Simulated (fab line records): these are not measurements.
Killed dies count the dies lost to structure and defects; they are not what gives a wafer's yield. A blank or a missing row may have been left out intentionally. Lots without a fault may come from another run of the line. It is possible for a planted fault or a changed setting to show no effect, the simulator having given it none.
What tool caused it? / flow sky130 / 11 lots with 33 wafers sampled at 4 steps, on a route of 708 steps

== WHAT THE GAUGES SHOWED, per wafer ==
SKY_LDD_P_TW_MEAS_11.
lot=L268; measured=day 19 09:35; on=film metro-03; LDD_P_TW=637 634 637
lot=L269; measured=day 19 12:44; on=film metro-02; LDD_P_TW=635 629 632
lot=L273; measured=day 21 03:38; on=film metro-01; LDD_P_TW=653 659 654
lot=L275; measured=day 22 00:13; on=film metro-02; LDD_P_TW=658 655 657
lot=L279; measured=day 23 12:19; on=film metro-03; LDD_P_TW=640 641 643
lot=L282; measured=day 24 21:36; on=film metro-03; LDD_P_TW=637 638 639
lot=L283; measured=day 25 03:51; on=film metro-02; LDD_P_TW=631 628 631
lot=L285; measured=day 25 16:42; on=film metro-03; LDD_P_TW=635 632 630
lot=L287; measured=day 26 05:11; on=film metro-02; LDD_P_TW=627 629 629
lot=L288; measured=day 26 13:58; on=film metro-01; LDD_P_TW=630 632 629
lot=L289; measured=day 26 23:04; on=film metro-01; LDD_P_TW=630 628 629

SKY_LI_CONTACT_THK_MEAS_01.
lot=L268; measured=day 28 07:17; on=film metro-01; LI_CONTACT_HDPCVD_THK (nm)=918 923 918
lot=L269; measured=day 28 11:20; on=film metro-01; LI_CONTACT_HDPCVD_THK (nm)=940 928 930
lot=L273; measured=day 29 22:10; on=film metro-03; LI_CONTACT_HDPCVD_THK (nm)=944 919 940
lot=L275; measured=day 30 14:59; on=film metro-01; LI_CONTACT_HDPCVD_THK (nm)=924 946 941
lot=L279; measured=day 31 22:26; on=film metro-01; LI_CONTACT_HDPCVD_THK (nm)=942 955 939
lot=L282; measured=day 33 06:07; on=film metro-04; LI_CONTACT_HDPCVD_THK (nm)=933 938 939
lot=L283; measured=day 33 12:26; on=film metro-03; LI_CONTACT_HDPCVD_THK (nm)=919 920 913
lot=L285; measured=day 33 22:48; on=film metro-04; LI_CONTACT_HDPCVD_THK (nm)=932 924 932
lot=L287; measured=day 34 09:21; on=film metro-03; LI_CONTACT_HDPCVD_THK (nm)=914 923 922
lot=L288; measured=day 34 19:22; on=film metro-04; LI_CONTACT_HDPCVD_THK (nm)=921 908 908
lot=L289; measured=day 35 01:34; on=film metro-03; LI_CONTACT_HDPCVD_THK (nm)=931 929 929

== WHICH TOOL RAN EACH LOT (tool, then ch and the chambers of the sampled wafers, then the start) ==
lot=L268; SKY_LDD_P_IMPLANT_09=implanter-04 ch 0, day 19 09:20; SKY_RES_XHIGH_STRIP_08=plasma asher-03 ch 0,1, day 27 01:11
lot=L269; SKY_LDD_P_IMPLANT_09=implanter-03 ch 0, day 19 12:29; SKY_RES_XHIGH_STRIP_08=plasma asher-01 ch 0,1, day 27 05:02
lot=L273; SKY_LDD_P_IMPLANT_09=implanter-03 ch 0, day 21 03:23; SKY_RES_XHIGH_STRIP_08=plasma asher-03 ch 0,1, day 28 17:59
lot=L275; SKY_LDD_P_IMPLANT_09=implanter-03 ch 0, day 22 00:00; SKY_RES_XHIGH_STRIP_08=plasma asher-03 ch 0,1, day 29 09:31
lot=L279; SKY_LDD_P_IMPLANT_09=implanter-04 ch 0, day 23 12:04; SKY_RES_XHIGH_STRIP_08=plasma asher-01 ch 0,1, day 30 19:17
lot=L282; SKY_LDD_P_IMPLANT_09=implanter-03 ch 0, day 24 21:21; SKY_RES_XHIGH_STRIP_08=plasma asher-04 ch 0,1, day 32 02:35
lot=L283; SKY_LDD_P_IMPLANT_09=implanter-04 ch 0, day 25 03:36; SKY_RES_XHIGH_STRIP_08=plasma asher-01 ch 0,1, day 32 08:59
lot=L285; SKY_LDD_P_IMPLANT_09=implanter-03 ch 0, day 25 16:27; SKY_RES_XHIGH_STRIP_08=plasma asher-04 ch 0,1, day 32 18:14
lot=L287; SKY_LDD_P_IMPLANT_09=implanter-03 ch 0, day 26 04:56; SKY_RES_XHIGH_STRIP_08=plasma asher-03 ch 0,1, day 33 06:35
lot=L288; SKY_LDD_P_IMPLANT_09=implanter-01 ch 0, day 26 13:43; SKY_RES_XHIGH_STRIP_08=plasma asher-01 ch 1, day 33 15:19
lot=L289; SKY_LDD_P_IMPLANT_09=implanter-04 ch 0, day 26 22:49; SKY_RES_XHIGH_STRIP_08=plasma asher-03 ch 0,1, day 33 22:08
- SKY_LDD_P_IMPLANT_09
- SKY_RES_XHIGH_STRIP_08: strips in O2/N2.

== WHAT THE TOOLS THEMSELVES READ (means of the sampled wafers that have a number; where no wafer has one, the mark that the record gives instead) ==
SKY_LDD_P_IMPLANT_09.
lot=L268; tool=implanter-04; beam on s (s)=10.05; dose ions cm2=9.9957e+12; faraday current uA=56.2
lot=L269; tool=implanter-03; beam on s (s)=9.96; dose ions cm2=1.0015e+13; faraday current uA=56.5
lot=L273; tool=implanter-03; beam on s (s)=9.89; dose ions cm2=1.1282e+13; faraday current uA=64.6
lot=L275; tool=implanter-03; beam on s (s)=9.94; dose ions cm2=1.1285e+13; faraday current uA=64.0
lot=L279; tool=implanter-04; beam on s (s)=10.00; dose ions cm2=9.9980e+12; faraday current uA=56.6
lot=L282; tool=implanter-03; beam on s (s)=9.99; dose ions cm2=9.9917e+12; faraday current uA=56.4
lot=L283; tool=implanter-04; beam on s (s)=10.15; dose ions cm2=1.0007e+13; faraday current uA=55.6
lot=L285; tool=implanter-03; beam on s (s)=9.90; dose ions cm2=9.9953e+12; faraday current uA=57.0
lot=L287; tool=implanter-03; beam on s (s)=10.03; dose ions cm2=1.0005e+13; faraday current uA=56.3
lot=L288; tool=implanter-01; beam on s (s)=10.07; dose ions cm2=1.0003e+13; faraday current uA=56.1
lot=L289; tool=implanter-04; beam on s (s)=10.09; dose ions cm2=1.0005e+13; faraday current uA=55.9

SKY_RES_XHIGH_STRIP_08.
lot=L268; tool=plasma asher-03; chamber pressure mTorr (mTorr)=1500.7; drypump motor current A (A)=5.8; oes product au (a.u.)=0.712; strip time to endpoint s (s)=14.24
lot=L269; tool=plasma asher-01; chamber pressure mTorr (mTorr)=1500.5; drypump motor current A (A)=5.6; oes product au (a.u.)=0.714; strip time to endpoint s (s)=14.28
lot=L273; tool=plasma asher-03; chamber pressure mTorr (mTorr)=1500.1; drypump motor current A (A)=5.8; oes product au (a.u.)=0.712; strip time to endpoint s (s)=14.31
lot=L275; tool=plasma asher-03; chamber pressure mTorr (mTorr)=1500.2; drypump motor current A (A)=6.1; oes product au (a.u.)=0.710; strip time to endpoint s (s)=14.25
lot=L279; tool=plasma asher-01; chamber pressure mTorr (mTorr)=1500.3; drypump motor current A (A)=5.5; oes product au (a.u.)=0.716; strip time to endpoint s (s)=14.32
lot=L282; tool=plasma asher-04; chamber pressure mTorr (mTorr)=1500.3; drypump motor current A (A)=5.6; oes product au (a.u.)=0.713; strip time to endpoint s (s)=14.35
lot=L283; tool=plasma asher-01; chamber pressure mTorr (mTorr)=1500.5; drypump motor current A (A)=5.7; oes product au (a.u.)=0.714; strip time to endpoint s (s)=14.30
lot=L285; tool=plasma asher-04; chamber pressure mTorr (mTorr)=1500.0; drypump motor current A (A)=5.5; oes product au (a.u.)=0.706; strip time to endpoint s (s)=14.33
lot=L287; tool=plasma asher-03; chamber pressure mTorr (mTorr)=1499.6; drypump motor current A (A)=6.1; oes product au (a.u.)=0.708; strip time to endpoint s (s)=14.32
lot=L288; tool=plasma asher-01; chamber pressure mTorr (mTorr)=1499.9; drypump motor current A (A)=5.3; oes product au (a.u.)=0.711; strip time to endpoint s (s)=14.33
lot=L289; tool=plasma asher-03; chamber pressure mTorr (mTorr)=1499.5; drypump motor current A (A)=6.1; oes product au (a.u.)=0.710; strip time to endpoint s (s)=14.30

== THE ANSWER, worked out from the rows above alone ==
Rule: the lots themselves supply what counts as usual. Put in order of their means at a reading, lots are off if they are a third of the lots or fewer, leave a main group of 4 or more, and stand apart from it by a gap of 3 or more times the standard deviation of the main group's means; of several such gaps the widest counts. The tables above print the reading to a certain number of digits; a main group whose means all agree to those digits is not used. A lot without any number at a reading at which 4 lots or more have one is off too. All remaining lots with rows at the step are treated as sound. Order of review: gauges by route order, followed by the tools' own readings, for which a lot's mean as printed above is used. At the first step where some lot is off, the reading lying furthest off is the one used; lots without a number count as furthest.
Off: L273, L275, seen at SKY_LDD_P_TW_MEAS_11 (LDD_P_TW). Main group: mean 633, sd 4.2.
If a tool, at a process step before that reading, ran all the lots that are off and no sound lot after the first of them, it fits. Not tried: the gauges at SKY_LDD_P_TW_MEAS_11; whatever is off there is also off at SKY_LDD_P_IMPLANT_09, on other tools, and gauge error can't account for it. Not one of the candidates tried fits.

== WHAT WAS PUT IN BY THE SIMULATOR ==
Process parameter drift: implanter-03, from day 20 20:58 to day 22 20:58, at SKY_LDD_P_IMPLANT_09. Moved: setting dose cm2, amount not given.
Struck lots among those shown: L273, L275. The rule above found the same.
